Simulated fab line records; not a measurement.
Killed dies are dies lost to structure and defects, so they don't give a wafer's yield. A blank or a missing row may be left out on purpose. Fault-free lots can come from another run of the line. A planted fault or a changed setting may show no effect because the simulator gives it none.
2 desks, one fault | flow gf180mcu | every desk sees just its own numbers, and what lay behind them comes last

FROM THE METROLOGY DESK
What the gauges read for every lot (on any tool): the sampled wafers with a number, averaged. Marked OUT: a lot whose mean sits more than 4 standard deviations from the usual mean, which makes it out of limits; the brackets give that distance.
Columns: A = VT_IMPLANT_02_OVL at GF_VT_IMPLANT_OVL_MEAS_29, usual -1.7 nm; B = VT_IMPLANT_3_TW at GF_VT_IMPLANT_TW_MEAS_32, usual 268.2; C = VT_IMPLANT_03_OVL at GF_VT_IMPLANT_OVL_MEAS_40, usual -0.1 nm
lot  | first seen here | A    | B     | C
L506 | day 7 09:01     | -1.6 | 273.7 | -0.8
L509 | day 8 02:41     | -0.1 | 269.1 | 2.7
L514 | day 9 09:39     | -0.6 | 267.2 | 0.5
L516 | day 9 23:04     | -2.6 | 267.0 | -0.7
L517 | day 10 04:58    | -2.2 | 270.8 | -1.5
L524 | day 12 05:40    | -1.2 | 265.1 | 0.2
This desk's finding: nothing out of limits on any of the 6 lots.

AT THE TOOL OWNER'S DESK: implanter-04
The tool's own readings at GF_VT_IMPLANT_IMPLANT_41: means of the sampled wafers that have a number, for each lot that ran on this tool. Marked OUT: a lot whose mean sits more than 4 standard deviations from the usual mean, which makes it out of limits; the brackets give that distance.
Columns: A = beamEnergyKeV at GF_VT_IMPLANT_IMPLANT_41, usual 69.996
lot  | first seen here | A
L509 | day 8 18:43     | 70.004
L514 | day 10 03:14    | 65.802 (-99 or more) OUT
L516 | day 10 17:05    | 65.775 (-99 or more) OUT
This desk's verdict: out of limits on L514, L516, starting with L514 at day 10 03:14 (beamEnergyKeV at GF_VT_IMPLANT_IMPLANT_41). L509 stayed within limits.

BROUGHT TOGETHER
The tool owner's desk could have raised an alarm at day 10 03:14, on L514, L516.
At the metrology desk, nothing out of limits was observed.
The metrology desk has L514, L516 on record, within its limits.
The lots listed all ran GF_VT_IMPLANT_IMPLANT_41 on implanter-04.

WHAT THE SIMULATOR HAD PUT IN
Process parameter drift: implanter-04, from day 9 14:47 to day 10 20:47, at GF_VT_IMPLANT_IMPLANT_41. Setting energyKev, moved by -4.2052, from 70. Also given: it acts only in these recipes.
Struck lots among those shown: L514, L516.
Each desk's first reading out of limits, in hours after the fault started: the tool owner's desk, 12.
